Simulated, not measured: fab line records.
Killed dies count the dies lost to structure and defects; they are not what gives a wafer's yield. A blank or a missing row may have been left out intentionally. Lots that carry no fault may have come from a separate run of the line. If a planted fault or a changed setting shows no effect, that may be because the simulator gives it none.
Comparing a struck lot with a sound one :: flow sfq_line :: 18 steps out of a route of 325
Sound: the wafers L947.2, L947.4, L947.5. Struck: wafer L960.2 (left out: L960.3, a lot-mate that was not struck); the cause follows at the end.
Per side, at each step with rows, come the tool, then ch with its chambers, and then its first start. Under that, the readings that differ: sound wafers :: struck wafers :: difference of the means :: sigmas: that difference in standard deviations of wafers without a fault.
alike: readings with means less than 2 such deviations apart, plus words and numbers identical on both sides. not compared: withheld readings, readings lacking a value on some wafer, bounds such as >300 that could conceal the same value, and numbers that have no deviation in the record and whose values overlap.
Wherever a step has rows on one side only, a row that says differs or no value, or a row with sigmas, the two part there. Non-overlapping numbers with no deviation appear without sigmas and do not part them. Lack of a reading on every wafer of one side parts them only where that side has two or more wafers.

first, 2 steps without rows for these wafers: SFQ_TRILAYER_I4_VIA_STRIP_SOLV_CLEAN_108 (cleans in NMP, time 600 s); SFQ_TRILAYER_JJ_TRILAYER_DEP_PRE_CLEAN_113 (time 22.5 s).
SFQ_TRILAYER_JJ_TRILAYER_DEP_SPUTTER_109: material Nb, target thk 150 nm, time 100 s.
  sound on pvd_sputter-04, day 61 03:13; struck on pvd_sputter-05, day 66 12:07
  alike: throttle_valve_pct
SFQ_TRILAYER_JJ_TRILAYER_DEP_SPUTTER_110: material Al, target thk 8 nm, time 10 s.
  sound on pvd_sputter-04, day 61 03:17; struck on pvd_sputter-05, day 66 12:11
  alike: throttle_valve_pct
then, 1 step without rows for these wafers: SFQ_TRILAYER_JJ_TRILAYER_DEP_AL_OXIDATION_111 (oxidation time 600 s).
SFQ_TRILAYER_JJ_TRILAYER_DEP_SPUTTER_112: material Nb, target thk 170 nm, time 113.3 s.
  sound on pvd_sputter-04, day 61 04:19; struck on pvd_sputter-05, day 66 13:13
  alike: throttle_valve_pct
SFQ_JJ_RS_MEAS_929: uses a four-point probe to measure.
  sound on film_metro-03, day 61 04:24; struck on film_metro-02, day 66 13:18
  alike: JJ_NB_RS
then, 4 steps without rows for these wafers: SFQ_TRILAYER_JJ_CE_LITHO_COAT_119 (resist thk 62 nm); SFQ_TRILAYER_JJ_CE_LITHO_COAT_114 (resist thk 600 nm); SFQ_TRILAYER_JJ_CE_LITHO_SOFTBAKE_118; SFQ_TRILAYER_JJ_CE_LITHO_EXPOSE_115 (exposes mask J5, target cd 700 nm).
-- the record jumps here: 5 days lie between the struck wafers' starts before and after --
SFQ_TRILAYER_JJ_CE_LITHO_PEB_117: peb time 60 s.
  sound on litho_track-01 ch 0, day 65 11:55; struck on litho_track-04 ch 0, day 71 05:39
reading: heater_power_total_W (W)
sound: 79.26 79.15 79.22
struck: 80.47
difference: +1.26
sigmas: +19
  alike: resist_line_temp_C
then, 1 step without rows for these wafers: SFQ_TRILAYER_JJ_CE_LITHO_DEVELOP_116 (time 60 s).
SFQ_JJ_OVL_MEAS_931:
  sound on overlay-01, day 65 12:12; struck on overlay-01, day 71 05:56
  alike: J5_OVL
SFQ_TRILAYER_JJ_CE_METRO_MEASURE_117:
  sound on cd_sem-01, day 65 12:26; struck on cd_sem-02, day 71 06:10
reading: cd_nm (nm)
sound: 697.9 700.2 697.9
struck: 708.2
difference: +9.5
sigmas: +8
SFQ_TRILAYER_JJ_CE_BARC_OPEN_RIE_150: chemistry O2, target BARC, target depth 240 nm, time 80 s.
  sound on rie_metal-01 ch 0,1, day 65 13:26; struck on rie_metal-03 ch 1, day 71 07:10
reading: model.JJ.cd_nm (nm)
sound: 695.7 700.5 695.2
struck: 709.2
difference: +12.1
sigmas: 
  alike: drypump_motor_current_A, oes_product_au
  not compared: rf_hours_counter_h
SFQ_TRILAYER_JJ_CE_ETCH_RIE_118: chemistry SF6, target Nb, stops on Al2O3, time 97.7 s, target depth 170 nm.
  sound on rie_metal-01 ch 0,1, day 65 13:31; struck on rie_metal-03 ch 1, day 71 07:16
reading: model.JJ.cd_nm (nm)
sound: 694.7 700.4 694.8
struck: 708.6
difference: +12.0
sigmas: 
  alike: drypump_motor_current_A, oes_product_au
  not compared: rf_hours_counter_h
after that, 1 step had no rows for these wafers: SFQ_TRILAYER_JJ_ANODIZE_ANODIZE_119.

== WHERE THEY PART ==
Last at SFQ_TRILAYER_JJ_CE_METRO_MEASURE_117 as far as this record goes, first at SFQ_TRILAYER_JJ_CE_LITHO_PEB_117. Later steps at which nothing parts them and some readings are alike: SFQ_TRILAYER_JJ_CE_BARC_OPEN_RIE_150, SFQ_TRILAYER_JJ_CE_ETCH_RIE_118.

WHY: the cause the simulator had injected
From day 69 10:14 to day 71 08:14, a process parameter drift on litho_track-04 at SFQ_TRILAYER_JJ_CE_LITHO_PEB_117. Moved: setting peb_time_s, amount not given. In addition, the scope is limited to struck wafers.
